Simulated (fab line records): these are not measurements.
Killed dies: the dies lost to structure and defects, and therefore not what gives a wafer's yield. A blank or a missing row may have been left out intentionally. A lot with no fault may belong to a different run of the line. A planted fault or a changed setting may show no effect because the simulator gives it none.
Code-filled problem report in 8D (eight disciplines) form + flow gf180mcu + the parts of the form that need people (team, actions taken, sign-off) are left out

1. THE ISSUE
Mean STI_OXIDATION_02_THK at GF_STI_THK_MEAS_30: 7.31 nm over 6 wafers in 2 lots; fault-free wafers: 10.01 nm, standard deviation 0.15. That puts it -18 standard deviations away from the usual mean.
First seen on wafer L543.1, day 4 21:31, on film-metro-01. Wafers with a number at this step in the record: 39, from 13 lots. The rule behind "out" and "out of limits": a value lying over 4 standard deviations away from the usual mean. Any other wafer with a number is counted as sound.

2. WHAT THIS IS AND IS NOT
| question                    | is                           | is not                                                                          |
|-----------------------------|------------------------------|---------------------------------------------------------------------------------|
| which readings at this step | STI_OXIDATION_02_THK         | -                                                                               |
| which lots                  | L543, L546                   | L531, L532, L533, L536, L537, L538, L539, L542, L547, L552, L554                |
| which wafers of those lots  | all that have a number       | -                                                                               |
| read on which gauges        | film-metro-01, film-metro-02 | film-metro-03                                                                   |
| when                        | from day 4 21:31             | up to then (24 sound wafers); but 9 sound wafers of L547, L552, L554 came after |

3. THE SUSPECTS, EACH WITH WHAT RULES IT OUT
Counting: any tool at a process step up to the reading is kept as a suspect provided that every lot that is out went through it and no sound lot did after the first of them.
- ruled out: the gauge at GF_STI_THK_MEAS_30. 2 gauges (film-metro-01, film-metro-02) read the wafers that are out.
- furnace-01 at GF_STI_OXIDATION_29 (stabilise 600 s, purge 300 s, target thk 10 nm): kept. It processed each lot that is out, first L543 at day 4 20:07, and no sound lot thereafter; up to then, the last sound lot it processed was L542 at day 4 14:26.
The count leaves furnace-01 at GF_STI_OXIDATION_29.

4. THE CAUSE (what the simulator had put in)
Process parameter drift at GF_STI_OXIDATION_29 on furnace-01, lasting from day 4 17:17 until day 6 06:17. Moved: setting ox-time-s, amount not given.
Counting left only this tool.

5. THE CHAIN OF EFFECTS, in route order
Each row: a reading whose mean over the struck wafers that have a number lies more than 3 standard deviations from the usual. Scope: only readings with a usual standard deviation given in the record; hours: median across lots of the time from each lot's start at the first step in this table that gives one to its start at this step; sigmas: change in usual standard deviations.
| hours | step               | reading              | usual    | on struck wafers | change | sigmas |
|-------|--------------------|----------------------|----------|------------------|--------|--------|
| 0     | GF_STI_THK_MEAS_30 | STI_OXIDATION_02_THK | 10.01 nm | 7.31             | -2.70  | -18    |
Later steps that measure or inspect, where all struck wafers having a row at the step show a number for every such reading and not one has moved that far: GF_HV_LDD_CD_MEAS_31, GF_SALICIDE_RS_MEAS_04.

6. WHAT WOULD HAVE CAUGHT IT SOONER
In this record the first reading out of limits at a measuring or inspecting step was taken at day 4 21:31, 4 hours after the fault began at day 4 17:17.
No tool reading at GF_STI_OXIDATION_29 that has a usual standard deviation in the record was out on any struck wafer, so an alarm limit of 4 standard deviations on those readings would not have fired.
Of the lots that are out (2), L546 began GF_STI_OXIDATION_29 on furnace-01 after day 4 21:31. Holding the tool at that time would have saved it.
